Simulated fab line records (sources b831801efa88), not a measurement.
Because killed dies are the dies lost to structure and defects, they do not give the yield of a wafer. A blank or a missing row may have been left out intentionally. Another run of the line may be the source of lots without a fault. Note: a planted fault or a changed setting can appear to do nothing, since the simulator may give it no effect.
Struck lot and sound lot, side by side || flow sky130 || 35 steps out of a route of 708
Sound: these wafers, L617.1, L617.2, L617.3. Struck: wafer L603.5. (L603.1, L603.3 of the same lot were not struck and are left out.) The cause comes at the end.
Order at every step that has rows: each side's tool, ch and its chambers, its first start. Under that, the readings that differ: sound wafers || struck wafers || difference of the means || sigmas: that difference in standard deviations of wafers without a fault.
alike: same words and numbers on both sides, and readings whose means sit less than 2 such deviations apart. not compared: any withheld reading, any reading some wafer has no value for, any bound like >300 that may hide the same value, and any number with overlapping values for which the record gives no deviation.
Wherever a step has rows on one side only, a row that says differs or no value, or a row with sigmas, the two part there. Numbers that have no deviation but don't overlap get no sigmas and don't part them. A reading missing from all wafers of one side parts the sides only when that side holds two or more wafers.

first, 10 steps without rows for these wafers: SKY_VIA1_STRIP_17 (strips in post etch residue remover, time 1200 s); SKY_VIA1_CLEAN_18 (cleans in IPA, time 180 s); SKY_VIA1_CLEAN_19 (cleans in O3/DIW); SKY_VIA1_SPUTTER_20 (material TiN, target thk 20 nm, time 80 s); SKY_VIA1_CVD_21 (deposits W, target thk 270 nm, time 80.902 s); SKY_VIA1_CMP_24 (polishes, stops on SiO2, t overpolish 15 s, target thk 0 nm); SKY_METAL2_SPUTTER_00 (material Ti, target thk 15 nm, time 10 s); SKY_METAL2_SPUTTER_01 (material TiN, target thk 20 nm, time 16.7 s); SKY_METAL2_SPUTTER_02 (material AlCu, target thk 250 nm, time 13.3 s); SKY_METAL2_SPUTTER_03 (material Ti, target thk 5 nm, time 3.3 s).
SKY_METAL2_SPUTTER_04: material TiN, target thk 70 nm, time 58.3 s.
  sound on pvdSputter-04, day 41 19:36; struck on pvdSputter-04, day 37 16:02
  alike: chamberPressurePa, throttleValvePct
then, 23 steps without rows for these wafers: SKY_METAL2_DEHYDRATE_07 (time 60 s); SKY_METAL2_HMDS_08 (prime time 60 s); SKY_METAL2_COAT_09 (resist thk 60 nm); SKY_METAL2_COAT_10 (resist thk 450 nm); SKY_METAL2_SOFTBAKE_11 (time 87.97 s); SKY_METAL2_EXPOSE_12 (exposes mask MM2, target cd 140 nm); SKY_METAL2_PEB_13; SKY_METAL2_DEVELOP_14 (develop time 60 s); SKY_METAL2_DESCUM_17 (chemistry O2, time 8 s); SKY_METAL2_ETCH_18 (etches BARC in N2/H2, stops on SiO2, time 45.9 s, target depth 60 nm); SKY_METAL2_METAL_ETCH_19 (etches the open film in Cl2/BCl3, stops on SiO2, target depth 360 nm, time 78 s); SKY_METAL2_STRIP_20 (strips in O2/N2); SKY_METAL2_STRIP_21 (strips in post etch residue remover, time 1200 s); SKY_METAL2_CLEAN_22 (cleans in IPA, time 180 s); SKY_METAL2_CLEAN_23 (cleans in O3/DIW); SKY_VIA2_HDPCVD_00 (deposits SiO2, target thk 1180 nm, time 196.7 s); SKY_VIA2_CMP_02 (polishes SiO2); SKY_VIA2_DEHYDRATE_04 (time 60 s); SKY_VIA2_HMDS_05 (prime time 60 s); SKY_VIA2_COAT_06 (resist thk 60 nm); SKY_VIA2_COAT_07 (resist thk 450 nm); SKY_VIA2_SOFTBAKE_08 (time 90 s); SKY_VIA2_EXPOSE_09 (exposes mask VIM2, target cd 200 nm).
-- the record jumps here: 11 days lie between the struck wafers' starts before and after (it left off in module VIA2 and takes up again in module PAD_OPEN, whose first step shown is number 708 of the route) --
SKY_PAD_OPEN_PROBE_99:
  sound on prober-01, day 51 19:23; struck on prober-01, day 48 22:51
{"reading": "defectLimitedYield (%)", "sound": "83.7 88.0 85.4", "struck": 74.4, "difference": -11.3, "sigmas": -5}
{"reading": "killed_at_M0_to_M3", "sound": "42 32 39", "struck": 91, "difference": "+53", "sigmas": "+7"}
{"reading": "killedDies", "sound": "80 59 72", "struck": 126, "difference": "+56", "sigmas": "+5"}
{"reading": "sort_bin_3_pad_short (%)", "sound": "0.6 0.4 1.2", "struck": 3.9, "difference": "+3.2", "sigmas": "+9"}
{"reading": "sort_bin_5_function (%)", "sound": "8.9 7.1 8.5", "struck": 16.5, "difference": "+8.3", "sigmas": "+5"}
{"reading": "sortNPass", "sound": "412 433 420", "struck": 366, "difference": -56, "sigmas": -5}
{"reading": "sortYieldPct (%)", "sound": "83.7 88.0 85.4", "struck": 74.4, "difference": -11.3, "sigmas": -5}
{"reading": "model.etest.tester.sortNPass", "sound": "412 433 420", "struck": 366, "difference": -56, "sigmas": ""}
{"reading": "model.etest.tester.sortYieldPct (%)", "sound": "83.74 88.01 85.37", "struck": 74.39, "difference": -11.32, "sigmas": ""}
{"reading": "model.etest.tester.sort_bin_5_pct (%)", "sound": "8.943 7.114 8.537", "struck": 16.46, "difference": "+8.26", "sigmas": ""}
{"reading": "model.etest.tester.sort_bin_3_pct (%)", "sound": "0.6098 0.4065 1.22", "struck": 3.862, "difference": "+3.117", "sigmas": ""}
  alike: killed_at_M4_up, killedAtContacts, killedAtFrontEnd, killedOpen, killedShort, sort_bin_6_memory

## WHERE THEY PART
Within this record, at SKY_PAD_OPEN_PROBE_99 only.

WHY: what had been put in by the simulator
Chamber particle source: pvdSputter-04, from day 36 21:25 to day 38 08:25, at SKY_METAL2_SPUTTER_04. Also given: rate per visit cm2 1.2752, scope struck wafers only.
